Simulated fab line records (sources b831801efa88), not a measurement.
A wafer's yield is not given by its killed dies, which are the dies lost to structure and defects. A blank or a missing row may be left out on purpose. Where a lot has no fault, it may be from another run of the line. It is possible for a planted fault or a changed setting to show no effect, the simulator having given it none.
Matching of chambers	flow sky130	SKY_POLY_CUT_ETCH_11 on rieDiel-03 has 4 sister chambers
The step etches Si3N4 in CF4/CH2F2/Ar, stops on poly-Si, time 42.5 s, target depth 60 nm. 14 wafers are shown with their chamber, then 7 later ones without.

## WAFERS, EACH WITH ITS CHAMBER
wafer	chamber	drypumpMotorCurrentA (A)	throttleValvePct (%)	biasW (W)
L527.1	1	6.2	15.007	149.8
L527.2	3	5.6	14.997	149.9
L527.3	0	5.1	14.998	149.5
L528.3	2	5.7	14.995	149.8
L528.4	1	6.2	15.001	149.3
L528.5	1	6.2	14.998	149.7
L529.1	1	6.3	14.985	149.9
L529.3	0	5.1	14.983	149.8
L529.4	3	5.6	14.972	150.6
L533.1	3	5.6	14.985	150.3
L533.2	0	5.1	15.008	149.9
L533.5	2	5.7	14.986	149.6
L535.1	2	5.7	14.977	150.6
L535.3	3	5.6	14.981	149.5

SIGNATURES (averages over the wafers above)
reading	chamber 0	chamber 1	chamber 2	chamber 3	scatter within a chamber
drypumpMotorCurrentA	5.100	6.225	5.700	5.600	0.0274
throttleValvePct	14.99633	14.99775	14.98600	14.98375	0.0103
biasW	149.733	149.675	150.000	150.075	0.393
Rule: a wafer lies at a distance from a chamber equal to the root of the sum of squares, over the readings, of (its reading less the chamber's mean, divided by the reading's scatter). The wafer belongs to the nearest chamber; if the next one is less than 2 further off, it can't be placed. The scatter: the root of (the sum of the squares of (reading less its chamber's mean) over the shown wafers, divided by (wafers less chambers)).

## WAFERS MISSING THEIR CHAMBER
wafer	drypumpMotorCurrentA (A)	throttleValvePct (%)	biasW (W)
L535.5	5.6	15.005	149.6
L540.2	5.7	14.991	149.3
L540.3	5.6	14.989	150.6
L540.6	5.7	14.985	150.1
L549.2	5.1	14.989	149.8
L549.3	6.2	14.980	150.3
L549.6	5.7	14.989	150.0

## CHAMBER TAKEN BY EACH
wafer	from the rows above	in truth
L535.5	can't be placed: 3 or 2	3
L540.2	2	2
L540.3	3	3
L540.6	2	2
L549.2	0	0
L549.3	1	1
L549.6	2	2
Placed correctly: 6 of 7. Unplaceable from these rows: 1, with the true chamber sitting among the candidates in 1. Wrongly placed: 0.
